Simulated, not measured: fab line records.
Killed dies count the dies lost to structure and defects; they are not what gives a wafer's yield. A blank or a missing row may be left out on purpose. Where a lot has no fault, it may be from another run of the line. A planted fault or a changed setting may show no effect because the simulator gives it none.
Code-filled problem report in 8D (eight disciplines) form ; flow sky130 ; the parts of the form that need people (team, actions taken, sign-off) are left out

## 1. THE ISSUE
Mean of beam_energy_keV at SKY_NWELL_IMPLANT_24: 135.63 across 6 wafers in 2 lots; on wafers with no fault it is 140.00 (standard deviation 0.042). That is -99 or more standard deviations from the usual mean.
The first sign was on wafer L482.1 at day 8 14:25, on implanter-01. The record has a number at this step for 42 wafers belonging to 14 lots. The rule behind "out" and "out of limits": a value lying over 4 standard deviations away from the usual mean. Any other wafer with a number is counted as sound.

## 2. WHAT IT IS; WHAT IT IS NOT
question;is;is not
which readings at this step;beam_energy_keV;-
which lots;L482, L483;L471, L472, L473, L474, L476, L479, L480, L481, L484, L485, L491, L492
which wafers of those lots;all that have a number;-
read on which tools;implanter-01;implanter-02, implanter-03
when;from day 8 14:25;"up to then (24 sound wafers); but 12 sound wafers of L484, L485, L491, L492 came after"

## 3. WHAT RULES OUT EACH SUSPECT
Counting: any tool at a process step up to the reading is kept as a suspect provided that every lot that is out went through it and no sound lot did after the first of them.
- implanter-01 at SKY_NWELL_IMPLANT_24: kept. Every lot that is out went through it, starting with L482 (day 8 14:25), and after that it ran no sound lot; the last sound lot it ran before then is L481 (day 8 08:06). Its own readings are out on those wafers: beam_energy_keV.
The count leaves implanter-01 at SKY_NWELL_IMPLANT_24.

## 4. THE CAUSE (what the simulator had put in)
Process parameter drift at SKY_NWELL_IMPLANT_24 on implanter-01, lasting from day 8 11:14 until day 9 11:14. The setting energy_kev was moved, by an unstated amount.
Counting left only this tool.

## 5. THE CHAIN OF EFFECTS, in route order
Rows list readings where the struck wafers' mean (over those with a number) sits beyond 3 standard deviations from the usual. Only readings whose record carries a usual standard deviation are examined. hours: median over the lots of the time between each lot's start at the first step of this table that gives one and its start at this step. sigmas: the change, counted in usual standard deviations.
hours;step;reading;usual;on struck wafers;change;sigmas
0;SKY_NWELL_IMPLANT_24;beam_energy_keV;140.00;135.63;-4.37;-99 or more
Process steps it contains:
- SKY_NWELL_IMPLANT_24
At these later measuring or inspecting steps, every struck wafer for which the step has a row has a number for every such reading, and none has moved that far: SKY_NWELL_TW_MEAS_26, SKY_VT_ADJUST_LVTN_OVL_MEAS_18.

## 6. WHAT WOULD HAVE CAUGHT IT SOONER
First out-of-limits reading in this record: day 8 14:25, which is 3 hours after fault onset at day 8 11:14.
